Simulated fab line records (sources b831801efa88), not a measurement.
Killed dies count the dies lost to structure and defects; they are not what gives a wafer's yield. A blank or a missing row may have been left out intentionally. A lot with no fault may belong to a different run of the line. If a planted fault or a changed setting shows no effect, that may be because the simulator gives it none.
Comparing a struck lot with a sound one | flow gf180mcu | 14 out of 602 route steps
Sound: these wafers, L885.2, L885.3, L885.6. Struck: wafers L877.2, L877.5, L877.6. The cause comes at the end.
For every step that has rows: the tool of each side, followed by ch and its chambers, followed by its first start. Under that, the readings that differ: sound wafers | struck wafers | difference of the means | sigmas: that difference in standard deviations of wafers without a fault.
alike: same words and numbers on both sides, and readings whose means sit less than 2 such deviations apart. not compared: any withheld reading, any reading some wafer has no value for, any bound like >300 that may hide the same value, and any number with overlapping values for which the record gives no deviation.
Wherever a step has rows on one side only, a row that says differs or no value, or a row with sigmas, the two part there. Numbers that have no deviation but don't overlap get no sigmas and don't part them. A reading missing from all wafers of one side parts the sides only when that side holds two or more wafers.

first, 3 steps without rows for these wafers: GF_MVSD_EXPOSE_04 (exposes mask MVSD, target cd 1000 nm); GF_MVSD_PEB_05; GF_MVSD_DEVELOP_06 (develop time 60 s).
GF_MVSD_OVL_MEAS_07:
  struck on overlay-02, day 7 09:16; sound on overlay-02, day 9 09:52
  reading       | sound       | struck         | difference | sigmas
  MVSD_OVL (nm) | 1.4 0.9 1.1 | -1.5 -1.6 -3.2 | -3.2       | -2
then, 2 steps without rows for these wafers: GF_MVSD_IMPLANT_08; GF_MVSD_IMPLANT_09.
GF_MVSD_STRIP_10: strips in O2/N2.
  sound on plasma_asher-01 ch 0, day 9 10:11; struck on plasma_asher-01 ch 0,1, day 7 09:35
  reading                      | sound             | struck            | difference | sigmas
  strip_time_to_endpoint_s (s) | 37.17 37.20 37.10 | 36.83 36.83 36.84 | -0.32      | -3
  alike: drypump_motor_current_A, heater_power_w, oes_product_au
  not compared: rf_hours_counter_h
GF_MVSD_TW_MEAS_11:
  struck on film_metro-03, day 7 09:42; sound on film_metro-01, day 9 10:18
  alike: MVSD_TW
then, 4 steps without rows for these wafers: GF_MVPSD_DEHYDRATE_00 (time 60 s); GF_MVPSD_HMDS_01 (prime time 60 s); GF_MVPSD_COAT_02 (resist thk 3000 nm); GF_MVPSD_SOFTBAKE_03.
GF_MVPSD_EXPOSE_04: exposes mask MVPSD, target cd 1000 nm.
  struck on iline_stepper-02, day 7 18:08; sound on iline_stepper-02 ch 0, day 9 18:41
  no value came back on the struck wafers for exposure_dose_mJ_cm2, focus_offset_nm (nm); on the sound wafers exposure_dose_mJ_cm2 reads 260.02 259.96 260.00
  alike: mask
following that, these wafers have no rows for 1 step: GF_MVPSD_PEB_05.

== WHERE THEY PART ==
At GF_MVSD_OVL_MEAS_07 first; at GF_MVPSD_EXPOSE_04 last (within this record only).

WHY: what the simulator had put in
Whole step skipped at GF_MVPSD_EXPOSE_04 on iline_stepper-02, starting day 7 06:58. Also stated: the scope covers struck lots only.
